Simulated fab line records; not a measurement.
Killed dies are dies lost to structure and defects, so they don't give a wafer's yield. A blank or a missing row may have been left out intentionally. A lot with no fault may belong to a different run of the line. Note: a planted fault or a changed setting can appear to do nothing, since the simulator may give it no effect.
Which of the tools did it? | flow gf180mcu | 15 lots with 45 wafers sampled at 3 steps, on a route of 602 steps

== WHAT THE GAUGES READ, wafer by wafer ==
GF_V4_BOW_MEAS_05. Usual: V4_BOW gives 132 um (standard deviation 8.7).
lot  | measured     | on            | V4_BOW (um) | flag
L394 | day 24 05:32 | film metro-01 | 141 143 154 |
L395 | day 24 11:38 | film metro-02 | 116 116 118 |
L397 | day 25 08:15 | film metro-02 | 130 144 132 |
L399 | day 25 23:35 | film metro-02 | 140 127 125 |
L400 | day 26 07:15 | film metro-01 | 118 134 133 |
L403 | day 27 06:17 | film metro-02 | 131 127 128 |
L404 | day 27 12:16 | film metro-02 | 138 139 140 |
L405 | day 27 21:17 | film metro-02 | 143 138 136 |
L406 | day 28 00:49 | film metro-01 | 112 112 130 |
L408 | day 28 15:50 | film metro-03 | 131 148 130 |
L409 | day 28 22:23 | film metro-01 | 132 132 127 |
L412 | day 29 17:26 | film metro-01 | 138 134 143 |
L413 | day 30 03:05 | film metro-03 | 113 125 120 |
L414 | day 30 08:45 | film metro-03 | 143 137 143 |
L415 | day 30 16:13 | film metro-02 | 120 137 131 |

GF_V5_BOW_MEAS_05. Usual: V5_BOW gives 130 um (standard deviation 9.7).
lot  | measured     | on            | V5_BOW (um) | flag
L394 | day 27 00:20 | film metro-04 | 142 145 155 |
L395 | day 27 06:41 | film metro-03 | 112 112 115 |
L397 | day 28 01:16 | film metro-02 | 129 144 131 |
L399 | day 28 15:10 | film metro-04 | 137 126 121 |
L400 | day 28 22:05 | film metro-04 | 120 136 135 |
L403 | day 29 20:06 | film metro-02 | 130 127 128 |
L404 | day 30 01:43 | film metro-04 | 134 135 135 |
L405 | day 30 11:33 | film metro-04 | 141 137 134 |
L406 | day 30 13:21 | film metro-03 | 117 116 135 |
L408 | day 31 03:08 | film metro-04 | 127 143 125 |
L409 | day 31 08:07 | film metro-03 | 126 126 120 |
L412 | day 32 03:14 | film metro-02 | 136 133 142 |
L413 | day 32 10:50 | film metro-04 | 112 125 120 |
L414 | day 32 15:58 | film metro-03 | 140 134 139 |
L415 | day 32 23:17 | film metro-02 | 123 140 133 |

== TOOL THAT RAN EACH LOT (tool first, then ch and the chambers of the sampled wafers, then the start) ==
lot  | GF_SAB_WET_ETCH_12
L394 | wet bench-04 ch 1, day 15 20:43
L395 | wet bench-02 ch 0, day 16 03:19
L397 | wet bench-02 ch 1, day 17 01:43
L399 | wet bench-03 ch 0, day 17 19:22
L400 | wet bench-02 ch 3, day 18 01:58
L403 | wet bench-04 ch 0, day 19 05:07
L404 | wet bench-04 ch 1, day 19 11:43
L405 | wet bench-02 ch 0, day 19 23:01
L406 | wet bench-02 ch 3, day 20 02:13
L408 | wet bench-04 ch 1, day 20 18:46
L409 | wet bench-03 ch 0, day 21 06:19
L412 | wet bench-04 ch 1, day 22 03:52
L413 | wet bench-02 ch 3, day 22 16:49
L414 | wet bench-02 ch 3, day 23 00:43
L415 | wet bench-02 ch 0, day 23 09:55
- GF_SAB_WET_ETCH_12: etches SiO2 in dHF, target depth 22 nm, time 440 s.

== AS READ BY THE TOOLS THEMSELVES (means over the sampled wafers that have a number; for cases with no such wafer, the mark the record gives instead) ==
The record holds no such reading with a usual standard deviation.

== THE ANSWER, worked out from the rows above alone ==
Rule: take the mean of a lot's wafers that have a number; if it is more than 3 standard deviations from the usual mean, the lot is off. A lot without any number at a reading at which 4 lots or more have one is off too. All remaining lots with rows at the step are treated as sound. First the gauges in route order, then the tools' own readings, where a lot's mean is used as printed above. At the first step where some lot is off, the reading lying furthest off is the one used; lots without a number count as furthest.
No lot is off at any reading shown: from this, nothing can be told.

== WHAT HAD BEEN PUT IN BY THE SIMULATOR ==
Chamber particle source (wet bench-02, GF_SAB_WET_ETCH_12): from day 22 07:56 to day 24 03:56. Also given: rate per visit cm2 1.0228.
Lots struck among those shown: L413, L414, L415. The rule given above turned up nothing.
